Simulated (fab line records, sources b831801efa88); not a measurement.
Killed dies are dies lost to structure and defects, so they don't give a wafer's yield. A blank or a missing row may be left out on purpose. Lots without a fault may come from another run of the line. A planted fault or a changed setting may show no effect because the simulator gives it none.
fab line records | flow gf180mcu | part 2 of 2: steps 27 to 36 of 36
record lots=5 wafers=15 last_day=34
route steps=602 shown CONTACT@301 M1@315 V1@335
lots that met no fault: from a run of the same line without faults
start_h: hours from the record's first day to the start of the lot's first wafer shown | wait_h: hours since the lot's step before | " the same as in the row above | L1.1+2: a row that stands for several wafers | - no value, or no start given | * or withheld: withheld | < > ~ a bound
route shown NAME@n: a module of which the file shows steps, and the number in the route of the first | usual: mean/standard deviation of fault-free wafers | same: alike in all rows | chamber/n: place in a boat | sites: the reading at each site | _std_site: their standard deviation | _edge_site: outer sites' mean less inner sites' | radius_mm: how far each site lies from the wafer's centre | mask NAME#n: copy n | behind: the tool/chamber that last shaped the wafer | hold: why the lot was held/for how many hours/how that ended | device: the transistor (n, p or np) that didn't switch | end of line: the same wafers' tests at the end of the route | a step without rows: its recipe alone | killed: dies lost to structure and defects at the first sort, not the wafer's yield | map: a wafer's dies, x killed, . not, _ none there
set.NAME: the setting as run; set.NAME@STEP: as run at that earlier step | model.NAME: the simulator's own value behind a step, which no gauge read
lots at some steps of the route; a table a step, a row a wafer
services: from which hour (start_h, from the record's first day; less than 0 if before it) a tool's chamber was out of use, for how many hours, and why
## steps
# step GF_M1_PEB_12
# recipe peb_temp_c=135 peb_time_s=90 resist=KrF
# usual chill_plate_temp_C=22.98/0.11
# columns lot.wafer tool chamber start_h wait_h chill_plate_temp_C
L076.1 litho_track-03 0 - - 23.16
L076.4 " 0 " " 23.28
L076.6 " 0 " " 22.98
L080.1 litho_track-04 0 - - 22.84
L080.2 " 0 " " 22.99
L080.3 " 0 " " 23.04
L086.4 litho_track-03 0 - - 22.98
L086.5 " 0 " " 22.91
L086.6 " 0 " " 22.78
L094.2 litho_track-04 0 - - 22.85
L094.4 " 0 " " 22.81
L094.6 " 0 " " 22.90
L096.2 litho_track-04 0 - - 23.12
L096.4 " 0 " " 23.00
L096.6 " 0 " " 23.06
# step GF_M1_DEVELOP_13
# recipe develop_time_s=60 dev_temp_c=22.22
# usual chill_plate_temp_C=23.01/0.11
# columns lot.wafer tool chamber start_h wait_h chill_plate_temp_C
L076.1 litho_track-03 0 411.19 0.2 22.95
L076.4 " 0 " " 23.13
L076.6 " 0 " " 23.01
L080.1 litho_track-04 0 444.00 0.2 22.89
L080.2 " 0 " " 23.05
L080.3 " 0 " " 22.93
L086.4 litho_track-03 0 498.87 0.1 22.97
L086.5 " 0 " " 22.93
L086.6 " 0 " " 22.98
L094.2 litho_track-04 0 567.12 0.2 23.09
L094.4 " 0 " " 22.88
L094.6 " 0 " " 22.96
L096.2 litho_track-04 0 578.57 0.2 22.94
L096.4 " 0 " " 23.12
L096.6 " 0 " " 23.11
# step GF_M1_CD_MEAS_14
# recipe target_cd_nm=230
# usual cd_nm=229.6/1.2
# columns lot.wafer tool chamber start_h wait_h cd_nm
L076.1 cd_sem-02 - 411.34 0.1 229.0
L076.4 " - " " 229.6
L076.6 " - " " 228.5
L080.1 cd_sem-02 - 444.15 0.1 228.5
L080.2 " - " " 229.0
L080.3 " - " " 229.2
L086.4 cd_sem-01 - 499.00 0.1 231.0
L086.5 " - " " 231.6
L086.6 " - " " 230.8
L094.2 cd_sem-01 - 567.27 0.1 227.9
L094.4 " - " " 227.9
L094.6 " - " " 228.6
L096.2 cd_sem-02 - 578.72 0.1 228.5
L096.4 " - " " 229.9
L096.6 " - " " 228.7
# step GF_M1_OVL_MEAS_15
# usual M1_OVL=1/5.9
# columns lot.wafer tool chamber start_h wait_h M1_OVL[nm]
L076.1 overlay-02 - 411.46 0.1 -1
L076.4 " - " " 0
L076.6 " - " " 3
L080.1 overlay-01 - 444.27 0.1 1
L080.2 " - " " 4
L080.3 " - " " -4
L086.4 overlay-02 - 499.08 0.1 -4
L086.5 " - " " -1
L086.6 " - " " 4
L094.2 overlay-01 - 567.37 0.1 -4
L094.4 " - " " 6
L094.6 " - " " 6
L096.2 overlay-02 - 578.82 0.1 1
L096.4 " - " " 2
L096.6 " - " " -1
# step GF_M1_METAL_ETCH_16
# recipe chemistry=Cl2/BCl3 mask_material=KrF target_depth_nm=750.8 stop_on=SiO2 pressure_mtorr=8 icp_w=800 bias_w=140 Cl2_flow_sccm=80 bcl3_flow_sccm=40 time_s=125.1
# usual drypump_motor_current_A=5.8/0.49 oes_product_au=0.987/0.0059 throttle_valve_pct=28.234/0.01
# columns lot.wafer tool chamber start_h wait_h drypump_motor_current_A oes_product_au rf_hours_counter_h throttle_valve_pct
L076.1 rie_metal-01 1 411.50 0.0 5.3 0.990 6 28.238
L076.4 " 1 " " 5.3 0.988 - 28.245
L076.6 " 0 " " 5.7 0.980 - 28.232
L080.1 rie_metal-03 1 444.30 0.0 5.3 0.989 12 28.255
L080.2 " 0 " " 5.9 0.996 7 28.250
L080.3 " 1 " " 5.3 0.987 - 28.220
L086.4 rie_metal-01 0 499.14 0.1 5.7 0.990 - 28.231
L086.5 " 0 " " 5.7 0.991 - 28.239
L086.6 " 1 " " 5.3 0.985 - 28.244
L094.2 rie_metal-04 0 567.40 0.0 6.8 0.989 9 28.217
L094.4 " 1 " " 6.2 0.984 - 28.238
L094.6 " 0 " " 6.8 0.983 - 28.232
L096.2 rie_metal-01 1 578.85 0.0 5.3 0.998 10 28.224
L096.4 " 0 " " 5.7 0.995 - 28.224
L096.6 " 1 " " 5.3 0.992 - 28.234
# step GF_M1_STRIP_17
# recipe chemistry=O2/N2 power_w=1400 pressure_mtorr=1500 platen_temp_c=250 o2_flow_sccm=3043 n2_flow_sccm=300 overash_fraction=0.5
# usual drypump_motor_current_A=5.5/0.42 heater_power_w=331/43 oes_product_au=0.539/0.0053 strip_time_to_endpoint_s=7.41/0.045
# columns lot.wafer tool chamber start_h wait_h drypump_motor_current_A heater_power_w oes_product_au rf_hours_counter_h strip_time_to_endpoint_s
L076.1 plasma_asher-01 1 411.63 0.1 5.4 309 0.542 74 7.39
L076.4 " 1 " " 5.4 312 0.537 - 7.37
L076.6 " 1 " " 5.4 308 0.538 - 7.46
L080.1 plasma_asher-02 0 444.43 0.1 6.0 323 0.537 1 7.39
L080.2 " 1 " " 5.9 426 0.547 1 7.38
L080.3 " 0 " " 6.0 336 0.537 - 7.37
L086.4 plasma_asher-02 1 499.26 0.1 6.0 419 0.536 - 7.37
L086.5 " 0 " " 6.0 326 0.539 - 7.38
L086.6 " 1 " " 6.0 426 0.534 - 7.42
L094.2 plasma_asher-01 1 567.53 0.1 5.4 304 0.542 93 7.37
L094.4 " 0 " " 5.0 294 0.542 - 7.44
L094.6 " 1 " " 5.4 308 0.542 - 7.43
L096.2 plasma_asher-02 1 578.98 0.1 6.0 433 0.536 17 7.38
L096.4 " 1 " " 6.0 423 0.532 - 7.34
L096.6 " 0 " " 6.0 345 0.539 - 7.35
# step GF_M1_STRIP_18
# recipe chemistry=post_etch_residue_remover time_s=1200 temp_c=72.5
# usual bath_heat_duty_pct=14.4/1.5
# columns lot.wafer tool chamber start_h wait_h bath_heat_duty_pct
L076.1 wet_bench-03 1 411.73 0.1 15.5
L076.4 " 1 " " 14.3
L076.6 " 1 " " 14.8
L080.1 wet_bench-04 3 444.53 0.1 14.7
L080.2 " 3 " " 15.9
L080.3 " 3 " " 14.8
L086.4 wet_bench-03 3 499.33 0.0 15.6
L086.5 " 3 " " 13.7
L086.6 " 3 " " 14.8
L094.2 wet_bench-04 0 567.63 0.1 14.1
L094.4 " 0 " " 15.8
L094.6 " 0 " " 14.2
L096.2 wet_bench-01 3 579.08 0.1 14.7
L096.4 " 3 " " 16.0
L096.6 " 3 " " 14.3
# step GF_M1_CLEAN_19
# recipe chemistry=DIW dry=n2_spin
# columns lot.wafer tool chamber start_h wait_h
L076.1+4+6 wet_bench-04 2 412.07 0.0
L080.1+2+3 wet_bench-01 3 444.90 0.0
L086.4+5+6 wet_bench-04 1 499.70 0.0
L094.2+4+6 wet_bench-04 2 567.97 0.0
L096.2+4+6 wet_bench-04 2 579.42 0.0
# step GF_V1_CVD_00
# recipe material=SiO2 target_thk_nm=600 sigma_open_frac=0.3 temp_c=400 time_s=100 sih4_flow_sccm=60 pressure_mtorr=6
# columns lot.wafer tool chamber start_h wait_h
L076.1+4+6 hdpcvd-01 2,1,2 412.16 0.0
L080.1+2+3 hdpcvd-01 2,1,0 445.00 0.0
L086.4+5+6 hdpcvd-02 1,0,2 499.83 0.0
L094.2+4+6 hdpcvd-02 1,2,1 568.06 0.0
L096.2+4+6 hdpcvd-01 2,2,1 579.51 0.0
# step GF_V1_THK_MEAS_01
# recipe reads=SiO2_of_V1_CVD_00
# usual V1_CVD_00_THK=603/5.6
# columns lot.wafer tool chamber start_h wait_h V1_CVD_00_THK[nm]
L076.1 film_metro-01 - 412.24 0.0 594
L076.4 " - " " 590
L076.6 " - " " 592
L080.1 film_metro-01 - 445.08 0.0 605
L080.2 " - " " 605
L080.3 " - " " 603
L086.4 film_metro-01 - 499.90 0.0 603
L086.5 " - " " 607
L086.6 " - " " 597
L094.2 film_metro-02 - 568.15 0.0 605
L094.4 " - " " 598
L094.6 " - " " 605
L096.2 film_metro-02 - 579.60 0.0 609
L096.4 " - " " 605
L096.6 " - " " 603
## services
# columns tool chamber start_h hours kind
pvd_sputter-02 - 373.88 3.1 repair
pvd_sputter-02 - 373.91 8.9 repair
pvd_sputter-01 - 385.18 3.0 repair
cvd_w-02 0 392.30 1.9 repair
rie_diel-03 0 393.65 4.7 repair
cvd_w-02 1 396.82 10.6 repair
cvd_w-02 0 418.46 9.8 repair
plasma_asher-02 - 421.25 9.0 pm
pvd_sputter-03 - 426.14 1.5 repair
cvd_w-02 0 428.34 2.7 repair
pvd_sputter-01 - 457.89 2.2 repair
pvd_sputter-04 - 465.46 0.9 repair
cmp-01 - 479.92 3.2 pm
cvd_w-02 - 482.86 14.6 pm
rie_diel-03 2 488.72 4.5 repair
pvd_sputter-01 - 497.32 1.1 repair
wet_bench-01 - 507.74 47.3 pm
cmp-01 - 508.23 0.8 repair
cvd_w-02 0 510.65 3.9 repair
cmp-01 - 520.74 15.4 pm
pvd_sputter-02 - 531.79 3.8 repair
pvd_sputter-04 - 531.92 3.7 repair
cmp-01 - 557.71 1.2 repair
cmp-01 - 559.27 1.8 repair
